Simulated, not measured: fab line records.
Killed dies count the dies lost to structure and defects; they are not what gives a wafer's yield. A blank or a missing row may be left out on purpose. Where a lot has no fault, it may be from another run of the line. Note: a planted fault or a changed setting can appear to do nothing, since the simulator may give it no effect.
Matching of chambers -- flow gf180mcu -- 3 sister chambers for GF_V5_CVD_02 on pecvd-02
The step deposits SiO2 from TEOS, target thk 1450 nm, time 163.28 s. 3 wafers are shown with their chamber, then 7 later ones without.

WAFERS PAIRED WITH THEIR CHAMBERS
wafer,chamber,heater_power_w (W)
L509.3,0,601
L517.1,2,676
L517.2,1,582

WAFERS WITHOUT THEIR CHAMBER
wafer,heater_power_w (W)
L517.3,703
L525.3,661
L525.4,544
L525.6,645
L526.1,631
L526.3,691
L526.4,547

WHICH CHAMBER EACH WENT THROUGH
wafer,from the rows above,in truth
L517.3,2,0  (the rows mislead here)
L525.3,can't be placed: 2 or 0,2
L525.4,can't be placed: 1 or 0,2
L525.6,can't be placed: 2 or 0 or 1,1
L526.1,can't be placed: 0 or 2 or 1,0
L526.3,2,2
L526.4,can't be placed: 1 or 0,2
1 of 7 placed correctly. These rows do not allow placing 5 (true chamber among the candidates in 3). Wrongly placed: 1.
How it was worked out, from the rows above alone: a wafer's distance from a chamber is the root of the sum, over the readings, of the square of ((its reading less the chamber's mean) divided by the reading's scatter). The wafer belongs to the nearest chamber; if the next one is less than 2 further off, it can't be placed. The mean given for a chamber averages the wafers shown for that chamber. The scatter: root of mean squared gap, hidden wafer to nearest shown wafer, with one shown wafer a chamber.
